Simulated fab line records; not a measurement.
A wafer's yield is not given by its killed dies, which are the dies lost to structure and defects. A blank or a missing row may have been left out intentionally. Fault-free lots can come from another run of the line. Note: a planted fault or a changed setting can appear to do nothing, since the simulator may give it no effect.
Split-lot experiment    flow sfq-line    23 wafers read from 5 lots, route of 325 steps

== ON THE SPLIT ==
At SFQ_TRILAYER_M8_LITHO_COAT_193 (resist thk 600 nm), the setting resist-thk-nm was moved away from the recipe's 600 nm on 7 of the 23 wafers read, by -2.9% to +5.6%. This setting was run at the recipe's value on the other wafers.

The split's own step is where the reading is taken.

== THE READING ==
KrF_of_TRILAYER_M8_LITHO_COAT_193.thk-nm (the simulator's own value, which no gauge read), in nm, at SFQ_TRILAYER_M8_LITHO_COAT_193 (resist thk 600 nm). There is no usual value for it anywhere in the file. Here, 16 wafers ran the recipe; their average is 600.4 nm with a standard deviation of 1.9 nm.

wafer   tool, chamber at the split  resist-thk-nm as run, nm  against the recipe  KrF_of_TRILAYER_M8_LITHO_COAT_193.thk-nm, nm  against lot-mates on the recipe
L075.1  litho-track-03, 0           600                       recipe              600.1                                         -
L075.5  litho-track-03, 0           600                       recipe              599.1                                         -
L075.6  litho-track-03, 0           600                       recipe              600.9                                         -
L080.1  litho-track-01, 0           582.6                     -2.9%               583.4                                         -15.1
L080.2  litho-track-01, 0           582.6                     -2.9%               582.1                                         -16.4
L080.3  litho-track-01, 0           600                       recipe              598                                           -
L080.4  litho-track-01, 0           582.6                     -2.9%               582.2                                         -16.3
L080.5  litho-track-01, 0           600                       recipe              599.1                                         -
L081.2  litho-track-01, 0           600                       recipe              599.5                                         -
L081.3  litho-track-01, 0           600                       recipe              599                                           -
L081.4  litho-track-01, 0           614.6                     +2.4%               612.3                                         +12.9
L081.5  litho-track-01, 0           614.6                     +2.4%               614.9                                         +15.5
L081.6  litho-track-01, 0           600                       recipe              599.6                                         -
L083.2  litho-track-03, 0           600                       recipe              602.4                                         -
L083.3  litho-track-03, 0           600                       recipe              605.4                                         -
L083.4  litho-track-03, 0           600                       recipe              601.5                                         -
L083.5  litho-track-03, 0           600                       recipe              603.3                                         -
L083.6  litho-track-03, 0           600                       recipe              602                                           -
L085.1  litho-track-04, 0           633.8                     +5.6%               631.5                                         +32.5
L085.2  litho-track-04, 0           600                       recipe              598.5                                         -
L085.4  litho-track-04, 0           600                       recipe              599                                           -
L085.5  litho-track-04, 0           600                       recipe              599.6                                         -
L085.6  litho-track-04, 0           633.8                     +5.6%               631.3                                         +32.3

FIT RESULTS
A straight line over all 23 wafers: KrF_of_TRILAYER_M8_LITHO_COAT_193.thk-nm changes by +5.68 nm for each +1% of resist-thk-nm; r = +0.99; the points scatter about the line by 1.8 nm.
The same after taking each lot's own level away (the mean of its wafers on the recipe; 23 wafers): +5.69 nm for each +1%; r = +1.00; scatter 0.92 nm.
The reading moves by 32 nm for the largest change in resist-thk-nm, on that fit.
The span of the lots' own levels, 598.55 to 602.92 nm, comes to 2.3 times the standard deviation stated above.
So the lot-to-lot level changes the slope little: the two slopes agree.
Check: for one of the wafers moved furthest among these (+5.6%), held out of the fit, the line's prediction against its lot-mates is +32 nm. It came out at +32.5 nm against them.

== FURTHER SPLITS ON THESE WAFERS ==
Other splits were also applied to these wafers ahead of the reading. Each is held against what the fit with the lots' levels taken away leaves over:
other split on the same wafers                    wafers away from the commonest value  r with KrF_of_TRILAYER_M8_LITHO_COAT_193.thk-nm (lot level and that fit taken away)
SFQ_TRILAYER_C5_BARC_OPEN_VIA_ETCH_210 source-w   7                                     -0.12
SFQ_TRILAYER_M6_DEP_SPUTTER_157 time-s            8                                     -0.21
SFQ_TRILAYER_M6_LITHO_PEB_162 peb-temp-c          11                                    +0.32
SFQ_TRILAYER_I6_VIA_LITHO_COAT_174 resist-thk-nm  8                                     -0.14
SFQ_TRILAYER_M7_DEP_SPUTTER_175 time-s            10                                    +0.15
SFQ_TRILAYER_M7_BARC_OPEN_METAL_ETCH_229 icp-w    6                                     -0.20
SFQ_TRILAYER_I7_VIA_LITHO_EXPOSE_188 dose-mj      7                                     -0.28

== FILE'S OWN FIT ==
KrF_of_TRILAYER_M8_LITHO_COAT_193.thk-nm changes by +5.72 nm for each +1% of resist-thk-nm, r = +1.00.
